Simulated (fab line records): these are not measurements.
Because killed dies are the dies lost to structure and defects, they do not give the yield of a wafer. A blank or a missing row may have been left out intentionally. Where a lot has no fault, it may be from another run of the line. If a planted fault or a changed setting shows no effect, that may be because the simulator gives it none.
Matching of chambers / flow sky130 / 4 sister chambers for SKY_VIA1_CMP_24 on cmp-01
The step polishes, stops on SiO2, t overpolish 15 s, target thk 0 nm. 14 wafers are shown with their chamber, then 7 later ones without.

EACH WAFER AND ITS CHAMBER
wafer=L799.2; chamber=0; motor_current_A (A)=12.5; time_to_endpoint_s (s)=65; edge_zone_pressure_frac=0.995
wafer=L799.3; chamber=2; motor_current_A (A)=11.2; time_to_endpoint_s (s)=67; edge_zone_pressure_frac=1.003
wafer=L799.4; chamber=3; motor_current_A (A)=9.8; time_to_endpoint_s (s)=67; edge_zone_pressure_frac=0.999
wafer=L808.3; chamber=3; motor_current_A (A)=8.7; time_to_endpoint_s (s)=67; edge_zone_pressure_frac=0.998
wafer=L808.4; chamber=2; motor_current_A (A)=11.2; time_to_endpoint_s (s)=64; edge_zone_pressure_frac=1.008
wafer=L808.5; chamber=1; motor_current_A (A)=11.1; time_to_endpoint_s (s)=62; edge_zone_pressure_frac=1.002
wafer=L809.1; chamber=2; motor_current_A (A)=10.7; time_to_endpoint_s (s)=66; edge_zone_pressure_frac=1.004
wafer=L809.5; chamber=0; motor_current_A (A)=12.6; time_to_endpoint_s (s)=65; edge_zone_pressure_frac=0.995
wafer=L809.6; chamber=3; motor_current_A (A)=8.7; time_to_endpoint_s (s)=66; edge_zone_pressure_frac=1.005
wafer=L810.1; chamber=3; motor_current_A (A)=9.1; time_to_endpoint_s (s)=64; edge_zone_pressure_frac=1.008
wafer=L810.3; chamber=2; motor_current_A (A)=11.8; time_to_endpoint_s (s)=62; edge_zone_pressure_frac=1.005
wafer=L810.4; chamber=1; motor_current_A (A)=10.9; time_to_endpoint_s (s)=58; edge_zone_pressure_frac=0.989
wafer=L816.1; chamber=0; motor_current_A (A)=13.1; time_to_endpoint_s (s)=67; edge_zone_pressure_frac=1.000
wafer=L816.2; chamber=1; motor_current_A (A)=11.7; time_to_endpoint_s (s)=64; edge_zone_pressure_frac=1.001

SIGNATURES (means of the wafers above)
reading=motor_current_A; chamber 0=12.733; chamber 1=11.233; chamber 2=11.225; chamber 3=9.075; scatter within a chamber=0.444
reading=time_to_endpoint_s; chamber 0=65.67; chamber 1=61.33; chamber 2=64.75; chamber 3=66.00; scatter within a chamber=2.05
reading=edge_zone_pressure_frac; chamber 0=0.99667; chamber 1=0.99733; chamber 2=1.00500; chamber 3=1.00250; scatter within a chamber=0.00452
Rule: a wafer's distance from a chamber is the root of the sum, over the readings, of the square of ((its reading less the chamber's mean) divided by the reading's scatter). The wafer belongs to the nearest chamber; if the next one is less than 2 further off, it can't be placed. The scatter: take each reading less its chamber's mean, square it, sum over the shown wafers, divide by the number of wafers less the number of chambers, and take the root.

WAFERS WHOSE CHAMBER IS MISSING
wafer=L816.3; motor_current_A (A)=9.3; time_to_endpoint_s (s)=70; edge_zone_pressure_frac=1.005
wafer=L819.2; motor_current_A (A)=9.1; time_to_endpoint_s (s)=65; edge_zone_pressure_frac=0.999
wafer=L819.3; motor_current_A (A)=11.5; time_to_endpoint_s (s)=65; edge_zone_pressure_frac=0.992
wafer=L819.6; motor_current_A (A)=11.4; time_to_endpoint_s (s)=69; edge_zone_pressure_frac=0.998
wafer=L822.2; motor_current_A (A)=11.1; time_to_endpoint_s (s)=64; edge_zone_pressure_frac=1.001
wafer=L822.4; motor_current_A (A)=12.3; time_to_endpoint_s (s)=66; edge_zone_pressure_frac=0.997
wafer=L822.5; motor_current_A (A)=10.7; time_to_endpoint_s (s)=68; edge_zone_pressure_frac=1.004

WHICH CHAMBER EACH ONE RAN IN
wafer=L816.3; from the rows above=3; in truth=3
wafer=L819.2; from the rows above=3; in truth=3
wafer=L819.3; from the rows above=can't be placed: 1 or 2 or 0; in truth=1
wafer=L819.6; from the rows above=can't be placed: 2 or 0 or 1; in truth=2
wafer=L822.2; from the rows above=can't be placed: 2 or 1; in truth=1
wafer=L822.4; from the rows above=0; in truth=0
wafer=L822.5; from the rows above=can't be placed: 2 or 1 or 3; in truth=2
Correct placement for 3 of the 7. Not placeable from these rows: 4 (in 4, the candidates include the true chamber). Number placed wrongly: 0.
